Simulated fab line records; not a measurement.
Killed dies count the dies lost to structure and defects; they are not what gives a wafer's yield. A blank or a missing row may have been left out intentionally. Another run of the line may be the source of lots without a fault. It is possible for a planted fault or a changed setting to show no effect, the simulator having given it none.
Code-filled problem report in 8D (eight disciplines) form :: flow gf180mcu :: the parts of the form that need people (team, actions taken, sign-off) are left out

## 1. WHAT IS WRONG
PASSIVATION_CVD_00_THK at GF_PASSIVATION_THK_MEAS_01 reads a mean of 1230 nm on 2 wafers of 2 lots; wafers without a fault read 996 nm with a standard deviation of 15. Relative to the usual mean, that is a shift of +16 standard deviations.
The first sign was on wafer L581.2 at day 32 05:23, on film_metro-01. Wafers with a number at this step in the record: 42, from 14 lots. By rule, "out" or "out of limits" means more than 4 standard deviations away from the usual mean. All remaining wafers that have a number are taken as sound.

## 2. WHAT IT IS; WHAT IT IS NOT
question: which readings at this step
is: PASSIVATION_CVD_00_THK
is not: -

question: which lots
is: L581, L583
is not: L567, L568, L570, L571, L572, L573, L576, L577, L579, L584, L586, L587

question: which wafers of those lots
is: L581.2, L583.3
is not: L581.3, L581.4, L583.5, L583.6

question: read on which gauges
is: film_metro-01, film_metro-04
is not: film_metro-02

question: when
is: from day 32 05:23
is not: up to then (29 sound wafers); but 11 sound wafers of L583, L584, L586, L587 came after

## 3. WHAT RULES OUT EACH SUSPECT
Counting: a tool at a process step up to the reading stays a suspect if it ran every lot that is out. Sound lots after the first of them don't rule it out here, since some wafers of a struck lot are sound.
- the gauge at GF_PASSIVATION_THK_MEAS_01 has been ruled out. Those wafers that are out were read across 2 gauges (film_metro-01, film_metro-04).
- pecvd-03 at GF_PASSIVATION_CVD_00 (deposits SiO2 from TEOS, target thk 1000 nm, time 111.95 s): kept. It ran every lot that is out, first L581 (day 32 05:18); its last sound lot up to then is L576 (day 30 23:18). Its own run_length_s readings are out on those wafers.
- pecvd-03, GF_PASSIVATION_CVD_00: wafers that are out in chamber 1, sound lot-mates in chambers 0, 2.
After counting, what remains is pecvd-03 at GF_PASSIVATION_CVD_00.

## 4. THE CAUSE (what the simulator had put in)
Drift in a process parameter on pecvd-03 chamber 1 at GF_PASSIVATION_CVD_00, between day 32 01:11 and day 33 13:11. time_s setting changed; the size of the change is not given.
Only this tool survived the counting.

## 5. SEQUENCE OF EFFECTS, ordered by route
Each row: a reading where the mean over the struck wafers with a number is more than 3 standard deviations away from the usual. Only readings for which the record gives a usual standard deviation are gone through. hours: the time from each lot's start at the first step in this table that gives one to its start at this step, as a median over the lots. sigmas: the change in usual standard deviations.
hours: 0
step: GF_PASSIVATION_CVD_00
reading: run_length_s
usual: 139.8 s
on struck wafers: 167.1
change: +27.2
sigmas: +58

hours: 0
step: GF_PASSIVATION_THK_MEAS_01
reading: PASSIVATION_CVD_00_THK
usual: 996 nm
on struck wafers: 1230
change: +234
sigmas: +16

hours: 17
step: GF_PASSIVATION_ETCH_11
reading: oes_product_au
usual: 0.989 a.u.
on struck wafers: 0.964
change: -0.025
sigmas: -3.8
It contains these process steps:
- GF_PASSIVATION_CVD_00: deposits SiO2 from TEOS, target thk 1000 nm, time 111.95 s.
- GF_PASSIVATION_ETCH_11: etches the open film in CF4/O2, stops on TiN, target depth 2040 nm, time 453.3 s.

## 6. HOW IT WOULD HAVE BEEN CAUGHT EARLIER
Counted from the fault's start at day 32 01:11, it took 4 hours until the first out-of-limits reading at a measuring or inspecting step in this record, taken at day 32 05:23.
The tool's own readings at GF_PASSIVATION_CVD_00 were out on every struck wafer that the step has a row for (run_length_s): an alarm limit on them would have fired on the first of those.
Among the 2 lots that are out, L583 began GF_PASSIVATION_CVD_00 on pecvd-03 after day 32 05:23. Had the tool been put on hold then, it would have been spared.
